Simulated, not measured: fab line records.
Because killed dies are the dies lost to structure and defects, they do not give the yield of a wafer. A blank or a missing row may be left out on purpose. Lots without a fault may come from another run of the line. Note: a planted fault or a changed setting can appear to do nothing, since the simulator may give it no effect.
Split-lot trial || flow sky130 || 5 lots, 23 wafers read, on a route of 708 steps

THE SPLIT
At SKY_VIA4_HDPCVD_00 (deposits SiO2, target thk 1750 nm, time 291.7 s), the setting time-s was moved away from the recipe's 291.7 s on 10 of the 23 wafers read, by -10.5% to +5.7%. The other wafers ran this setting at the recipe's value.

No step appears in the file between the split and the reading.

THE READING
VIA4_HDPCVD_THK in nanometres, read at SKY_VIA4_THK_MEAS_01. Fault-free wafers of this fab line usually give 1750 nm, standard deviation 20 nm.

{"wafer": "L074.1", "tool, chamber at the split": "hdpcvd-01, 1", "time-s as run, s": 261.1, "against the recipe": "-10.5%", "VIA4_HDPCVD_THK, nm": 1521, "against lot-mates on the recipe": -206}
{"wafer": "L074.2", "tool, chamber at the split": "hdpcvd-01, 2", "time-s as run, s": 291.7, "against the recipe": "recipe", "VIA4_HDPCVD_THK, nm": 1732, "against lot-mates on the recipe": "-"}
{"wafer": "L074.3", "tool, chamber at the split": "hdpcvd-01, 0,2", "time-s as run, s": 291.7, "against the recipe": "recipe", "VIA4_HDPCVD_THK, nm": 1736, "against lot-mates on the recipe": "-"}
{"wafer": "L074.4", "tool, chamber at the split": "hdpcvd-01, 0,2", "time-s as run, s": 291.7, "against the recipe": "recipe", "VIA4_HDPCVD_THK, nm": 1712, "against lot-mates on the recipe": "-"}
{"wafer": "L074.6", "tool, chamber at the split": "hdpcvd-01, 0", "time-s as run, s": 261.1, "against the recipe": "-10.5%", "VIA4_HDPCVD_THK, nm": 1552, "against lot-mates on the recipe": -175}
{"wafer": "L078.1", "tool, chamber at the split": "hdpcvd-02, 0", "time-s as run, s": 291.7, "against the recipe": "recipe", "VIA4_HDPCVD_THK, nm": 1799, "against lot-mates on the recipe": "-"}
{"wafer": "L078.2", "tool, chamber at the split": "hdpcvd-02, 1", "time-s as run, s": 291.7, "against the recipe": "recipe", "VIA4_HDPCVD_THK, nm": 1774, "against lot-mates on the recipe": "-"}
{"wafer": "L078.4", "tool, chamber at the split": "hdpcvd-02, 2,1", "time-s as run, s": 275.8, "against the recipe": "-5.5%", "VIA4_HDPCVD_THK, nm": 1662, "against lot-mates on the recipe": -124}
{"wafer": "L078.5", "tool, chamber at the split": "hdpcvd-02, 0", "time-s as run, s": 275.8, "against the recipe": "-5.5%", "VIA4_HDPCVD_THK, nm": 1676, "against lot-mates on the recipe": -110}
{"wafer": "L078.6", "tool, chamber at the split": "hdpcvd-02, 2,1", "time-s as run, s": 275.8, "against the recipe": "-5.5%", "VIA4_HDPCVD_THK, nm": 1656, "against lot-mates on the recipe": -130}
{"wafer": "L081.2", "tool, chamber at the split": "hdpcvd-01, 2", "time-s as run, s": 291.7, "against the recipe": "recipe", "VIA4_HDPCVD_THK, nm": 1746, "against lot-mates on the recipe": "-"}
{"wafer": "L081.3", "tool, chamber at the split": "hdpcvd-01, 1", "time-s as run, s": 291.7, "against the recipe": "recipe", "VIA4_HDPCVD_THK, nm": 1736, "against lot-mates on the recipe": "-"}
{"wafer": "L081.6", "tool, chamber at the split": "hdpcvd-01, 0", "time-s as run, s": 291.7, "against the recipe": "recipe", "VIA4_HDPCVD_THK, nm": 1759, "against lot-mates on the recipe": "-"}
{"wafer": "L083.1", "tool, chamber at the split": "hdpcvd-01, 1", "time-s as run, s": 262.1, "against the recipe": "-10.1%", "VIA4_HDPCVD_THK, nm": 1558, "against lot-mates on the recipe": -204}
{"wafer": "L083.2", "tool, chamber at the split": "hdpcvd-01, 0", "time-s as run, s": 291.7, "against the recipe": "recipe", "VIA4_HDPCVD_THK, nm": 1757, "against lot-mates on the recipe": "-"}
{"wafer": "L083.4", "tool, chamber at the split": "hdpcvd-01, 1", "time-s as run, s": 262.1, "against the recipe": "-10.1%", "VIA4_HDPCVD_THK, nm": 1585, "against lot-mates on the recipe": -177}
{"wafer": "L083.5", "tool, chamber at the split": "hdpcvd-01, 2", "time-s as run, s": 262.1, "against the recipe": "-10.1%", "VIA4_HDPCVD_THK, nm": 1583, "against lot-mates on the recipe": -179}
{"wafer": "L083.6", "tool, chamber at the split": "hdpcvd-01, 0", "time-s as run, s": 291.7, "against the recipe": "recipe", "VIA4_HDPCVD_THK, nm": 1767, "against lot-mates on the recipe": "-"}
{"wafer": "L085.1", "tool, chamber at the split": "hdpcvd-01, 2", "time-s as run, s": 308.2, "against the recipe": "+5.7%", "VIA4_HDPCVD_THK, nm": 1837, "against lot-mates on the recipe": "+98"}
{"wafer": "L085.2", "tool, chamber at the split": "hdpcvd-01, 1", "time-s as run, s": 291.7, "against the recipe": "recipe", "VIA4_HDPCVD_THK, nm": 1728, "against lot-mates on the recipe": "-"}
{"wafer": "L085.3", "tool, chamber at the split": "hdpcvd-01, 0", "time-s as run, s": 308.2, "against the recipe": "+5.7%", "VIA4_HDPCVD_THK, nm": 1851, "against lot-mates on the recipe": "+112"}
{"wafer": "L085.4", "tool, chamber at the split": "hdpcvd-01, 2", "time-s as run, s": 291.7, "against the recipe": "recipe", "VIA4_HDPCVD_THK, nm": 1721, "against lot-mates on the recipe": "-"}
{"wafer": "L085.6", "tool, chamber at the split": "hdpcvd-01, 0", "time-s as run, s": 291.7, "against the recipe": "recipe", "VIA4_HDPCVD_THK, nm": 1767, "against lot-mates on the recipe": "-"}
Where a row lists several chambers, the file gives one row for several wafers and doesn't say which wafer went through which chamber.

FIT RESULTS
A straight line over all 23 wafers: VIA4_HDPCVD_THK changes by +17.9 nm for each +1% of time-s; r = +0.97; the points scatter about the line by 22 nm.
The same after taking each lot's own level away (the mean of its wafers on the recipe; 23 wafers): +18.7 nm for each +1%; r = +0.99; scatter 15 nm.
That fit puts the effect of the largest move of time-s on the reading at 2e+02 nm.
Measured against the standard deviation above, the lots' own levels, which go from 1726.7 to 1786.5 nm, span 3.0 times it.
Consequently the slope shifts little with the lot-to-lot level, the two slopes agreeing.
Check: with one of the wafers moved furthest among these (-10.5%) left out of the fit, the line predicts -196 nm for it against its lot-mates. Against them it came out at -206 nm.

THE OTHER SPLITS THESE WAFERS WENT THROUGH
Before the reading, these wafers also passed through other splits. Each is held against what the fit with the lots' levels taken away leaves over:
{"other split on the same wafers": "SKY_CAPM_EXPOSE_09 dose-mj", "wafers away from the commonest value": 8, "r with VIA4_HDPCVD_THK (lot level and that fit taken away)": -0.16}
{"other split on the same wafers": "SKY_METAL3_METAL_ETCH_18 over-etch-frac", "wafers away from the commonest value": 6, "r with VIA4_HDPCVD_THK (lot level and that fit taken away)": -0.07}
{"other split on the same wafers": "SKY_VIA3_CVD_21 pressure-torr", "wafers away from the commonest value": 10, "r with VIA4_HDPCVD_THK (lot level and that fit taken away)": "+0.29"}
{"other split on the same wafers": "SKY_CAP2M_EXPOSE_09 dose-mj", "wafers away from the commonest value": 5, "r with VIA4_HDPCVD_THK (lot level and that fit taken away)": "+0.11"}
{"other split on the same wafers": "SKY_CAP2M_STRIP_14 o2-flow-sccm", "wafers away from the commonest value": 9, "r with VIA4_HDPCVD_THK (lot level and that fit taken away)": "+0.28"}

THE WHOLE CHAIN: every reading that the file lists as answering this split, in the file's order
{"step": "SKY_VIA4_HDPCVD_00", "what it does": "deposits SiO2, target thk 1750 nm, time 291.7 s", "reading": "SiO2_of_VIA4_HDPCVD_00.thk-nm (the simulator's own value, which no gauge read)", "change (the file's fit)": "+18.6 nm for each +1% of the setting", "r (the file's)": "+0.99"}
{"step": "SKY_VIA4_THK_MEAS_01", "what it does": "", "reading": "VIA4_HDPCVD_THK", "change (the file's fit)": "+18.8 for each +1% of the setting", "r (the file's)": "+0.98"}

FILE'S OWN FIT
VIA4_HDPCVD_THK changes by +18.8 nm for each +1% of time-s, r = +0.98.
